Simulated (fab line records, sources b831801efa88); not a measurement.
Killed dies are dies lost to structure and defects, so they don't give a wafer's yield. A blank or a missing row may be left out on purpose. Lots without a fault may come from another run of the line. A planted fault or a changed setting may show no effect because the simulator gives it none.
One fault seen from 2 desks | flow sky130 | each desk has only its own numbers; what lay behind them comes last

THE METROLOGY DESK
What the gauges read, lot by lot, whatever tool the lot ran on: means of the sampled wafers that have a number. A lot is out of limits, marked OUT, if its mean lies more than 4 standard deviations from the usual mean; the brackets give that distance.
Columns: A = PWDE_RS at SKY_NWELL_RS_MEAS_31, usual 5279 ohm/sq; B = LDD_N_TW at SKY_LDD_N_TW_MEAS_17, usual 2602; C = cd_nm at SKY_LOCAL_INTERCONNECT_CD_MEAS_11, usual 169.6 nm
lot  | first seen here | A               | B    | C
L289 | day 5 05:45     | 5270            | 2606 | 168.7
L290 | day 5 10:16     | 5292            | 2631 | 171.0
L291 | day 5 17:13     | 5265            | 2608 | 171.3
L292 | day 6 00:44     | 5264            | 2621 | 169.6
L293 | day 6 10:17     | 5290            | 2621 | 170.1
L294 | day 6 13:00     | 5273            | 2609 | 167.9
L295 | day 6 21:14     | 5297            | 2598 | 169.8
L303 | day 9 00:55     | 5202 (-4.5) OUT | 2591 | 170.4
L306 | day 9 18:14     | 5204 (-4.4) OUT | 2600 | 170.7
L307 | day 10 01:22    | 5305            | 2583 | 169.6
L308 | day 10 07:16    | 5301            | 2581 | 167.5
L310 | day 10 17:30    | 5256            | 2605 | 168.8
This desk's finding: out of limits on L303, L306; first on L303, day 9 00:55 (PWDE_RS at SKY_NWELL_RS_MEAS_31). In limits: L289, L290, L291, L292, L293, L294, L295, L307, L308, L310.

THE TOOL OWNER'S DESK: implanter-04
The tool's own readings at SKY_PWDE_IMPLANT_08: means of the sampled wafers that have a number, for each lot that ran on this tool. A lot is out of limits, marked OUT, if its mean lies more than 4 standard deviations from the usual mean; the brackets give that distance.
Columns: A = dose_ions_cm2 at SKY_PWDE_IMPLANT_08, usual 3.601e+12
lot  | first seen here | A
L293 | day 4 21:06     | 3.602e+12
L294 | day 4 23:55     | 3.602e+12
L303 | day 7 06:29     | 3.666e+12 (+20) OUT
L306 | day 7 22:08     | 3.669e+12 (+21) OUT
This desk's finding: out of limits on L303, L306; first on L303, day 7 06:29 (dose_ions_cm2 at SKY_PWDE_IMPLANT_08). In limits: L293, L294.

PUT TOGETHER
The tool owner's desk could have raised an alarm at day 7 06:29, on L303, L306.
The metrology desk could have raised an alarm at day 9 00:55, on L303, L306.
Of the lots named, all ran SKY_PWDE_IMPLANT_08 on implanter-04.

WHAT THE SIMULATOR HAD PUT IN
Process parameter drift: implanter-04, from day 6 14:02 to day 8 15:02, at SKY_PWDE_IMPLANT_08. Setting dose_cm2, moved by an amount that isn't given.
Lots struck among those shown: L303, L306.
Hours from the fault's start to each desk's first reading out of limits: the tool owner's desk, 16; the metrology desk, 59.
